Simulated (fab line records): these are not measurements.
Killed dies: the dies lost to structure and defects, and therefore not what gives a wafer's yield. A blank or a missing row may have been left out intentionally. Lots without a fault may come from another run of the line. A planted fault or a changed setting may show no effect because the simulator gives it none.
fab line records    flow sky130
record lots=15  wafers=45  lastDay=50
route steps=708 shown METAL3@564 VIA3@586 METAL4@602
lots untouched by any fault: they come from a run of this same line in which no faults occurred
startH: hours from the record's opening day to when the first of the lot's shown wafers began    waitH: time in hours since the lot's previous step    " the same as in the row above    L1.1+2: one row covering several wafers at once    - no value, or no start given    * or withheld: withheld    < > ~ a bound
route shown NAME@n: names a module that has steps shown in the file, with the first one's number in the route    usual: average and standard deviation across the fault-free wafers    same: alike in all rows    chamber/n: place in a boat    sites: each site's reading    _std_site: how widely they spread, as a standard deviation    _edge_site: the outer-site mean with the inner-site mean subtracted    radiusMm: how far each site lies from the wafer's centre    mask NAME#n: copy n    behind: the most recent tool/chamber to have shaped the wafer    hold: what put the lot on hold/how long, in hours/how the hold closed    device: the n, p or np transistor that did not switch    end of line: the tests these same wafers got at the end of their route    where a step has no rows: the recipe by itself    killed: the dies lost at the first sort to structure and to defects; this is not the yield of the wafer    map: per-die view of a wafer (x killed, . not killed, _ where there is no die)
set.NAME: the setting as run; set.NAME@STEP: as run at that earlier step    model.NAME: the simulator's own value behind a step, which no gauge read
the route's steps for a sample of lots (tables are steps, rows are wafers)
services: a tool's chamber out of use, with start hour (startH, from the record's first day; less than 0 if before it), hours out, and reason
## steps
# step SKY_METAL3_OVL_MEAS_14
# usual METAL3_OVL=4/6.5
lot.wafer  tool        chamber  startH   waitH  METAL3_OVL[nm]
L242.2     overlay-01  -        916.34   0.1    2
L242.4     "           -        "        "      8
L242.5     "           -        "        "      -2
L245.2     overlay-01  -        941.57   0.1    6
L245.4     "           -        "        "      11
L245.5     "           -        "        "      1
L246.1     overlay-01  -        942.51   0.1    1
L246.2     "           -        "        "      9
L246.6     "           -        "        "      7
L248.1     overlay-01  -        953.86   0.1    0
L248.2     "           -        "        "      -1
L248.3     "           -        "        "      6
L247.2     overlay-02  -        955.77   0.1    -1
L247.3     "           -        "        "      17
L247.5     "           -        "        "      13
L251.1     overlay-01  -        981.53   0.1    -2
L251.2     "           -        "        "      14
L251.4     "           -        "        "      19
L253.2     overlay-02  -        992.19   0.1    -2
L253.5     "           -        "        "      12
L253.6     "           -        "        "      6
L256.1     overlay-02  -        1009.66  0.1    -6
L256.3     "           -        "        "      -10
L256.5     "           -        "        "      -9
L258.3     overlay-02  -        1020.33  0.1    6
L258.4     "           -        "        "      8
L258.6     "           -        "        "      7
L259.1     overlay-02  -        1027.48  0.1    3
L259.2     "           -        "        "      8
L259.3     "           -        "        "      8
L260.4     overlay-02  -        1036.03  0.1    1
L260.5     "           -        "        "      2
L260.6     "           -        "        "      -3
L261.2     overlay-01  -        1037.62  0.1    26
L261.3     "           -        "        "      5
L261.6     "           -        "        "      9
L262.1     overlay-02  -        1047.28  0.1    -3
L262.5     "           -        "        "      -5
L262.6     "           -        "        "      -3
L263.2     overlay-01  -        1055.57  0.1    3
L263.4     "           -        "        "      6
L263.6     "           -        "        "      11
L264.3     overlay-02  -        1060.18  0.1    3
L264.5     "           -        "        "      9
L264.6     "           -        "        "      6
# step SKY_VIA3_OVL_MEAS_13
# usual VIA3_OVL=2/4.5
lot.wafer  tool        chamber  startH   waitH  VIA3_OVL[nm]
L242.2     overlay-01  -        943.29   0.1    6
L242.4     "           -        "        "      3
L242.5     "           -        "        "      11
L245.2     overlay-02  -        967.49   0.1    -9
L245.4     "           -        "        "      -6
L245.5     "           -        "        "      0
L246.1     overlay-01  -        968.75   0.1    -3
L246.2     "           -        "        "      5
L246.6     "           -        "        "      5
L248.1     overlay-01  -        979.31   0.1    7
L248.2     "           -        "        "      5
L248.3     "           -        "        "      7
L247.2     overlay-02  -        981.42   0.1    -8
L247.3     "           -        "        "      4
L247.5     "           -        "        "      3
L251.1     overlay-01  -        1006.58  0.1    -2
L251.2     "           -        "        "      1
L251.4     "           -        "        "      1
L253.2     overlay-01  -        1016.64  0.1    -4
L253.5     "           -        "        "      7
L253.6     "           -        "        "      3
L256.1     overlay-02  -        1033.55  0.1    2
L256.3     "           -        "        "      4
L256.5     "           -        "        "      5
L258.3     overlay-02  -        1044.05  0.1    6
L258.4     "           -        "        "      -3
L258.6     "           -        "        "      7
L259.1     overlay-02  -        1051.13  0.1    2
L259.2     "           -        "        "      -5
L259.3     "           -        "        "      7
L260.4     overlay-01  -        1059.02  0.1    1
L260.5     "           -        "        "      13
L260.6     "           -        "        "      -6
L261.2     overlay-01  -        1060.75  0.1    -3
L261.3     "           -        "        "      5
L261.6     "           -        "        "      4
L262.1     overlay-02  -        1070.58  0.1    2
L262.5     "           -        "        "      -1
L262.6     "           -        "        "      7
L263.2     overlay-02  -        1078.44  0.1    -7
L263.4     "           -        "        "      -6
L263.6     "           -        "        "      5
L264.3     overlay-02  -        1082.31  0.1    6
L264.5     "           -        "        "      -1
L264.6     "           -        "        "      0
# step SKY_METAL4_SPUTTER_04
# recipe material=TiN  targetThkNm=70  powerW=6500  timeS=58.3  chamberPressurePa=0.4
# usual chamberPressurePa=0.4000/0.00077  throttleValvePct=30.0/1.2
lot.wafer  tool           chamber  startH   waitH  chamberPressurePa  throttleValvePct
L242.2     pvdSputter-04  -        944.79   0.0    0.3994             31.0
L242.4     "              -        "        "      0.4009             30.0
L242.5     "              -        "        "      0.4009             32.8
L245.2     pvdSputter-04  -        969.39   0.0    0.3998             30.0
L245.4     "              -        "        "      0.3984             29.9
L245.5     "              -        "        "      0.4008             30.9
L246.1     pvdSputter-01  -        970.68   0.0    0.3997             28.8
L246.2     "              -        "        "      0.3994             29.6
L246.6     "              -        "        "      0.4001             30.5
L248.1     pvdSputter-04  -        980.86   0.0    0.3990             30.2
L248.2     "              -        "        "      0.3982             30.4
L248.3     "              -        "        "      0.3998             33.0
L247.2     pvdSputter-01  -        982.99   0.0    0.3995             28.7
L247.3     "              -        "        "      0.3997             29.7
L247.5     "              -        "        "      0.3996             28.6
L251.1     pvdSputter-02  -        1008.15  0.0    0.3996             30.1
L251.2     "              -        "        "      0.4000             30.3
L251.4     "              -        "        "      0.4010             29.2
L253.2     pvdSputter-01  -        1018.82  0.0    0.4007             29.6
L253.5     "              -        "        "      0.4019             29.8
L253.6     "              -        "        "      0.3989             30.3
L256.1     pvdSputter-01  -        1035.05  0.0    0.3999             30.1
L256.3     "              -        "        "      0.4008             28.6
L256.5     "              -        "        "      0.4002             28.8
L258.3     pvdSputter-01  -        1045.53  0.0    0.4005             28.8
L258.4     "              -        "        "      0.4004             29.2
L258.6     "              -        "        "      0.4015             29.8
L259.1     pvdSputter-01  -        1052.68  0.0    0.3996             28.6
L259.2     "              -        "        "      0.3998             28.5
L259.3     "              -        "        "      0.3996             29.9
L260.4     pvdSputter-02  -        1060.51  0.0    0.4010             30.0
L260.5     "              -        "        "      0.4005             31.1
L260.6     "              -        "        "      0.4015             29.9
L261.2     pvdSputter-01  -        1062.58  0.0    0.3982             29.0
L261.3     "              -        "        "      0.3998             30.6
L261.6     "              -        "        "      0.4004             28.5
L262.1     pvdSputter-01  -        1072.09  0.0    0.3995             28.2
L262.5     "              -        "        "      0.4002             28.7
L262.6     "              -        "        "      0.4001             29.8
L263.2     pvdSputter-04  -        1079.95  0.0    0.4010             31.2
L263.4     "              -        "        "      0.4017             30.1
L263.6     "              -        "        "      0.4002             30.3
L264.3     pvdSputter-04  -        1083.81  0.0    0.3996             30.0
L264.5     "              -        "        "      0.3993             30.9
L264.6     "              -        "        "      0.4002             32.6
# step SKY_METAL4_EXPOSE_10
# recipe maskId=MM4  na=0.68  sourceShape=annular  sigmaInner=0.4  sigmaOuter=0.8  targetCdNm=300  doseMj=28
# usual exposureDoseMJCm2=27.97/0.041  focusOffsetNm=0.0/0.51
lot.wafer  tool           chamber  startH   waitH  mask   exposureDoseMJCm2  focusOffsetNm
L242.2     krfScanner-02  0        982.66   -      MM4#0  28.01              0.6
L242.4     "              0        "        "      MM4#0  28.01              -0.1
L242.5     "              0        "        "      MM4#0  27.99              -0.2
L245.2     krfScanner-01  0        1005.05  -      MM4#0  27.95              0.4
L245.4     "              0        "        "      MM4#0  27.92              0.7
L245.5     "              0        "        "      MM4#0  27.96              0.3
L246.1     krfScanner-01  0        1006.63  -      MM4#0  27.94              0.1
L246.2     "              0        "        "      MM4#0  27.92              -0.4
L246.6     "              0        "        "      MM4#0  27.95              -0.6
L248.1     krfScanner-02  0        1016.15  -      MM4#0  28.02              0.9
L248.2     "              0        "        "      MM4#0  27.98              1.4
L248.3     "              0        "        "      MM4#0  27.98              0.3
L247.2     krfScanner-02  0        1018.26  -      MM4#0  28.00              0.1
L247.3     "              0        "        "      MM4#0  27.99              -0.2
L247.5     "              0        "        "      MM4#0  28.05              0.0
L251.1     krfScanner-02  0        1043.19  -      MM4#0  28.03              -0.8
L251.2     "              0        "        "      MM4#0  28.00              0.2
L251.4     "              0        "        "      MM4#0  27.99              -0.2
L253.2     krfScanner-01  0        1053.52  -      MM4#0  27.94              0.8
L253.5     "              0        "        "      MM4#0  27.97              -0.3
L253.6     "              0        "        "      MM4#0  27.90              0.1
L256.1     krfScanner-01  0        1068.44  -      MM4#0  27.89              0.0
L256.3     "              0        "        "      MM4#0  27.94              -0.2
L256.5     "              0        "        "      MM4#0  27.93              0.0
L258.3     krfScanner-01  0        1078.73  -      MM4#0  27.93              -0.5
L258.4     "              0        "        "      MM4#0  27.91              -1.1
L258.6     "              0        "        "      MM4#0  27.88              -0.6
L259.1     krfScanner-02  -        1085.01  -      MM4#0  -                  -
L259.2     "              -        "        "      MM4#0  -                  -
L259.3     "              -        "        "      MM4#0  -                  -
L260.4     krfScanner-02  -        1092.35  -      MM4#0  -                  -
L260.5     "              -        "        "      MM4#0  -                  -
L260.6     "              -        "        "      MM4#0  -                  -
L261.2     krfScanner-02  -        1095.26  -      MM4#0  -                  -
L261.3     "              -        "        "      MM4#0  -                  -
L261.6     "              -        "        "      MM4#0  -                  -
L262.1     krfScanner-02  0        1104.04  -      MM4#0  27.98              0.3
L262.5     "              0        "        "      MM4#0  27.97              -0.1
L262.6     "              0        "        "      MM4#0  27.99              0.0
L263.2     krfScanner-02  0        1111.66  -      MM4#0  27.99              0.5
L263.4     "              0        "        "      MM4#0  28.00              -0.2
L263.6     "              0        "        "      MM4#0  27.98              0.2
L264.3     krfScanner-01  0        1115.48  -      MM4#0  27.88              0.7
L264.5     "              0        "        "      MM4#0  27.87              0.3
L264.6     "              0        "        "      MM4#0  27.89              0.5
## services
tool           chamber  startH   hours  kind
pvdSputter-01  -        944.64   1.7    repair
krfScanner-01  -        950.76   0.8    pm
krfScanner-02  -        971.49   1.3    pm
krfScanner-01  -        975.21   1.3    pm
krfScanner-02  -        977.74   1.3    repair
krfScanner-02  0        980.27   -      calibration
pvdSputter-04  -        1009.03  2.0    repair
krfScanner-01  -        1017.75  3.4    repair
krfScanner-01  0        1033.97  -      calibration
krfScanner-01  -        1049.14  3.6    pm
krfScanner-02  -        1063.63  0.8    pm
krfScanner-01  -        1084.76  1.0    pm
krfScanner-02  -        1088.60  1.0    pm
pvdSputter-02  -        1101.41  7.9    repair
## key
firstSign step=SKY_METAL4_EXPOSE_10  reading=toolRecord  direction=missing
effect none on later readings
metAt SKY_METAL4_EXPOSE_10
struckLots L259,L260,L261
laterRowsLeftOut L259.1,L259.2,L259.3,L260.4,L260.5,L260.6,L261.2,L261.3,L261.6
sortLeftOut L259.1,L259.2,L259.3,L260.4,L260.5,L260.6,L261.2,L261.3,L261.6
testerLeftOut L259
notActingAt SKY_METAL3_OVL_MEAS_14,SKY_VIA3_OVL_MEAS_13,SKY_METAL4_SPUTTER_04
onsetBetween 1043.19 1085.01
earlierFault kind=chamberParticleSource  tool=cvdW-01  chamber=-  onsetH=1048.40  steps=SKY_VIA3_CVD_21  ratePerVisitCm2=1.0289
earlierFault kind=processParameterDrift  tool=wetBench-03  chamber=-  onsetH=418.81  steps=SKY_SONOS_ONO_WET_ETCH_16  channel=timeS  offset=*  shape=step  endH=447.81  actsIn=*  stated=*
fault kind=skippedStepWhole  tool=krfScanner-02  chamber=-  onsetH=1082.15  steps=SKY_METAL4_EXPOSE_10  scope=struckLotsOnly
# testerLeftOut: of these lots the tester's yield and bins aren't shown, on N5 and GAA mostly nor the transistor test; their killed dies are dies lost to structure and defects alone, not to doping, threshold or leakage, so they don't give the yield
# sortLeftOut: the simulated sort isn't trusted on such a fault, so these wafers' sort isn't shown, and their yield isn't known
# laterRowsLeftOut: the simulator's readings of these wafers behind a module that went badly wrong aren't trusted and aren't shown, but for the sort
